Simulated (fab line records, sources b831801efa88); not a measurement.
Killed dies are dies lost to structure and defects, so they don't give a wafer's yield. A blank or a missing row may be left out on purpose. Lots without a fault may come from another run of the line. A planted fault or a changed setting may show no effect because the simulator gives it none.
Problem report in the 8D (eight disciplines) form, filled by code | flow sky130 | the parts of the form that need people (team, actions taken, sign-off) are left out

1. THE PROBLEM
developer_temp_C at SKY_SD_N_DEVELOP_06 reads a mean of 22.18 C on 6 wafers of 2 lots; wafers without a fault read 23.02 C with a standard deviation of 0.094. That is -9.0 standard deviations from the usual mean.
The step: develop time 60 s.
First seen on wafer L936.1, day 34 14:19, on litho_track-01. The record holds 42 wafers of 14 lots with a number at this step. Rule for "out", or "out of limits": more than 4 standard deviations from the usual mean. The other wafers with a number count as sound.

2. WHAT IT IS AND WHAT IT IS NOT
question                    | is                     | is not
which readings at this step | developer_temp_C       | -
which lots                  | L936, L937             | L917, L919, L921, L922, L924, L927, L928, L929, L931, L932, L935, L940
which wafers of those lots  | all that have a number | -
read on which tools         | litho_track-01         | litho_track-03, litho_track-04
when                        | from day 34 14:19      | up to then (33 sound wafers); but 3 sound wafers of L940 came after

3. SUSPECTS, AND WHAT RULES EACH OUT
Counting: a tool at a process step up to the reading stays a suspect if it ran every lot that is out and no sound lot after the first of them.
- litho_track-01 at SKY_SD_N_DEVELOP_06 (develop time 60 s): kept. It ran every lot that is out, first L936 (day 34 14:19), and no sound lot after that; its last sound lot up to then is L935 (day 34 13:44). Its own readings are out on those wafers: developer_temp_C.
Left after counting: litho_track-01 at SKY_SD_N_DEVELOP_06.

4. THE CAUSE (what the simulator had put in)
Process parameter drift: litho_track-01, from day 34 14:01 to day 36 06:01, at SKY_SD_N_DEVELOP_06. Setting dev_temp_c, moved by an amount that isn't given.
Counting left only this tool.

5. THE CHAIN OF EFFECTS, in route order
Each row: a reading whose mean over the struck wafers that have a number lies more than 3 standard deviations from the usual. Only readings for which the record gives a usual standard deviation are gone through. hours: the time from each lot's start at the first step in this table that gives one to its start at this step, as a median over the lots. sigmas: the change in usual standard deviations.
hours | step                | reading          | usual   | on struck wafers | change | sigmas
0     | SKY_SD_N_DEVELOP_06 | developer_temp_C | 23.02 C | 22.18            | -0.84  | -9.0
The process steps in it:
- SKY_SD_N_DEVELOP_06: develop time 60 s.
Later measuring or inspecting steps at which every struck wafer that the step has a row for has a number for every such reading, and none has moved that far: SKY_SD_N_TW_MEAS_12, SKY_SD_N_RS_MEAS_16.

6. WHAT WOULD HAVE CAUGHT IT SOONER
In this record the first reading out of limits was taken at day 34 14:19, 0 hours after the fault began at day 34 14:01.
